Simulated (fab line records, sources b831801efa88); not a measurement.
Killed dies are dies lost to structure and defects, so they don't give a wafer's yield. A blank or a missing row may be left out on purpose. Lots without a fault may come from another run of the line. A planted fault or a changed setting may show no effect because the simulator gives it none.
Which tool did it? | flow sky130 | 13 lots, 39 wafers sampled, at 3 steps of a route of 708

WHAT THE GAUGES READ, wafer by wafer
SKY_CAP2M_THK_MEAS_04: measures by xrf.
lot  | measured     | on            | CAP2M_TIN_THK (nm)
L122 | day 39 18:33 | film_metro-02 | 201.5 201.7 202.0
L123 | day 40 05:51 | film_metro-04 | 198.8 203.6 199.2
L124 | day 40 17:02 | film_metro-04 | 202.4 200.6 205.0
L125 | day 40 23:25 | film_metro-02 | 202.0 204.9 200.9
L127 | day 41 09:38 | film_metro-04 | 201.5 200.2 202.9
L135 | day 43 21:13 | film_metro-02 | 204.3 200.5 199.9
L136 | day 44 07:16 | film_metro-01 | 201.5 202.7 201.0
L137 | day 44 09:47 | film_metro-04 | 200.3 203.3 204.4
L138 | day 44 13:07 | film_metro-02 | 200.8 202.7 204.9
L140 | day 45 01:46 | film_metro-04 | 197.9 197.4 199.7
L141 | day 45 10:56 | film_metro-01 | 198.6 206.4 203.9
L142 | day 45 14:42 | film_metro-02 | 200.2 201.2 197.4
L144 | day 46 01:45 | film_metro-04 | 201.3 201.8 200.5

WHICH TOOL RAN EACH LOT (tool, then ch and the chambers of the sampled wafers, then the start)
lot  | SKY_SONOS_ONO_CVD_02        | SKY_METAL2_SPUTTER_00
L122 | lpcvd-02 ch 0, day 11 14:32 | pvd_sputter-03, day 34 02:57
L123 | lpcvd-02 ch 1, day 11 23:32 | pvd_sputter-03, day 34 12:38
L124 | lpcvd-02 ch 1, day 12 11:29 | pvd_sputter-03, day 35 02:14
L125 | lpcvd-02 ch 0, day 12 17:47 | pvd_sputter-03, day 35 09:19
L127 | lpcvd-02 ch 1, day 13 06:12 | pvd_sputter-03, day 35 19:32
L135 | lpcvd-02 ch 0, day 16 01:37 | pvd_sputter-03, day 38 15:50
L136 | lpcvd-02 ch 0, day 16 15:10 | pvd_sputter-04, day 39 01:16
L137 | lpcvd-02 ch 1, day 16 17:35 | pvd_sputter-03, day 39 04:29
L138 | lpcvd-02 ch 0, day 16 21:11 | pvd_sputter-01, day 39 08:12
L140 | lpcvd-02 ch 1, day 17 22:02 | pvd_sputter-03, day 39 23:02
L141 | lpcvd-02 ch 1, day 18 05:29 | pvd_sputter-01, day 40 07:03
L142 | lpcvd-02 ch 1, day 18 14:47 | pvd_sputter-03, day 40 11:25
L144 | lpcvd-02 ch 1, day 19 05:05 | pvd_sputter-01, day 41 03:05
- SKY_SONOS_ONO_CVD_02: deposits Si3N4 from DCS/NH3, target thk 10.5 nm, time 180 s.
- SKY_METAL2_SPUTTER_00: material Ti, target thk 15 nm, time 10 s.

WHAT THE TOOLS THEMSELVES READ (means of the sampled wafers that have a number; where no wafer has one, the mark that the record gives instead)
SKY_SONOS_ONO_CVD_02.
lot  | tool     | spike_tc_lower_C (C) | spike_tc_upper_C (C)
L122 | lpcvd-02 | 770.8                | 769.7
L123 | lpcvd-02 | 771.2                | 770.5
L124 | lpcvd-02 | 772.5                | 771.3
L125 | lpcvd-02 | 770.4                | 770.3
L127 | lpcvd-02 | 771.7                | 770.7
L135 | lpcvd-02 | 770.8                | 770.1
L136 | lpcvd-02 | 770.1                | 769.8
L137 | lpcvd-02 | 770.5                | 770.8
L138 | lpcvd-02 | 771.2                | 770.0
L140 | lpcvd-02 | 772.5                | 770.3
L141 | lpcvd-02 | 771.9                | 771.0
L142 | lpcvd-02 | 770.1                | 770.6
L144 | lpcvd-02 | 770.2                | 771.0

SKY_METAL2_SPUTTER_00.
lot  | tool           | throttle_valve_pct (%)
L122 | pvd_sputter-03 | 30.6
L123 | pvd_sputter-03 | 30.9
L124 | pvd_sputter-03 | 30.2
L125 | pvd_sputter-03 | 30.1
L127 | pvd_sputter-03 | 30.1
L135 | pvd_sputter-03 | 30.2
L136 | pvd_sputter-04 | 29.5
L137 | pvd_sputter-03 | 29.3
L138 | pvd_sputter-01 | 29.5
L140 | pvd_sputter-03 | 30.8
L141 | pvd_sputter-01 | 29.0
L142 | pvd_sputter-03 | 30.8
L144 | pvd_sputter-01 | 29.5

THE ANSWER, worked out from the rows above alone
Rule: what is usual is taken from the lots themselves. Put in order of their means at a reading, lots are off if they are a third of the lots or fewer, leave a main group of 4 or more, and stand apart from it by a gap of 3 or more times the standard deviation of the main group's means; of several such gaps the widest counts. A main group whose means are all the same, to the digits that the tables above print for the reading, isn't used. A lot without any number at a reading at which 4 lots or more have one is off too. The other lots that the step has rows for count as sound. The gauges are gone through in route order, then the tools' own readings, and for those a lot's mean is taken as printed above. The first step at which some lot is off is used, and at that step the reading that is off furthest; a lot without a number counts as furthest.
No lot is off at any reading shown: from this, nothing can be told.

WHAT THE SIMULATOR HAD PUT IN
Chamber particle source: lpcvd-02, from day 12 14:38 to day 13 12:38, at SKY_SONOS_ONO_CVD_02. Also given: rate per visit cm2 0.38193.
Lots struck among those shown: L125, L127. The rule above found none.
